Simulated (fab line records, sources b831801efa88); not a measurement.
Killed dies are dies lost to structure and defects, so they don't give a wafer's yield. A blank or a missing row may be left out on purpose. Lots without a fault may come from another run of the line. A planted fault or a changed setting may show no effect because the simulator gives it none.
Problem report in the 8D (eight disciplines) form, filled by code | flow gf180mcu | the parts of the form that need people (team, actions taken, sign-off) are left out

1. THE PROBLEM
chamber_pressure_pa at GF_M4_SPUTTER_04 reads a mean of 0.5441 Pa on 6 wafers of 2 lots; wafers without a fault read 0.4000 Pa with a standard deviation of 0.00079. That is +99 or more standard deviations from the usual mean.
The step: material TiN, target thk 50 nm, time 41.7 s.
First seen on wafer L472.1, day 28 22:49, on pvd_sputter-04. The record holds 36 wafers of 12 lots with a number at this step. Rule for "out", or "out of limits": more than 4 standard deviations from the usual mean. The other wafers with a number count as sound.

2. WHAT IT IS AND WHAT IT IS NOT
question                    | is                     | is not
which readings at this step | chamber_pressure_pa    | cathode_dc_power_W
which lots                  | L472, L473             | L452, L453, L454, L457, L458, L459, L460, L461, L462, L463
which wafers of those lots  | all that have a number | -
read on which tools         | pvd_sputter-04         | pvd_sputter-02, pvd_sputter-03
when                        | from day 28 22:49      | up to then (30 sound wafers)

3. SUSPECTS, AND WHAT RULES EACH OUT
Counting: a tool at a process step up to the reading stays a suspect if it ran every lot that is out and no sound lot after the first of them.
- rie_diel-02 at GF_V3_ETCH_16 (etches BARC in N2/H2): kept. It ran every lot that is out, first L472 (day 28 21:15), and no sound lot after that; its last sound lot up to then is L460 (day 25 12:01).
- pvd_sputter-04 at GF_M4_SPUTTER_04 (material TiN, target thk 50 nm, time 41.7 s): kept. It ran every lot that is out, first L472 (day 28 22:49), and no sound lot after that; its last sound lot up to then is L454 (day 23 03:14). Its own readings are out on those wafers: chamber_pressure_pa.
Left after counting: rie_diel-02 at GF_V3_ETCH_16, pvd_sputter-04 at GF_M4_SPUTTER_04.

4. THE CAUSE (what the simulator had put in)
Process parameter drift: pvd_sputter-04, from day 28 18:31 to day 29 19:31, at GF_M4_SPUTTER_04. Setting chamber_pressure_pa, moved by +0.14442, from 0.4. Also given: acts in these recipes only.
Counting left 2 suspects, and this tool is among them.

5. THE CHAIN OF EFFECTS, in route order
Each row: a reading whose mean over the struck wafers that have a number lies more than 3 standard deviations from the usual. Only readings for which the record gives a usual standard deviation are gone through. hours: the time from each lot's start at the first step in this table that gives one to its start at this step, as a median over the lots. sigmas: the change in usual standard deviations.
hours | step             | reading             | usual     | on struck wafers | change  | sigmas
0     | GF_M4_SPUTTER_04 | chamber_pressure_pa | 0.4000 Pa | 0.5441           | +0.1441 | +99 or more
0     | GF_M4_SPUTTER_04 | throttle_valve_pct  | 29.4 %    | 25.4             | -4.0    | -4.8
The process steps in it:
- GF_M4_SPUTTER_04: material TiN, target thk 50 nm, time 41.7 s.

6. WHAT WOULD HAVE CAUGHT IT SOONER
In this record the first reading out of limits was taken at day 28 22:49, 4 hours after the fault began at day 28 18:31.
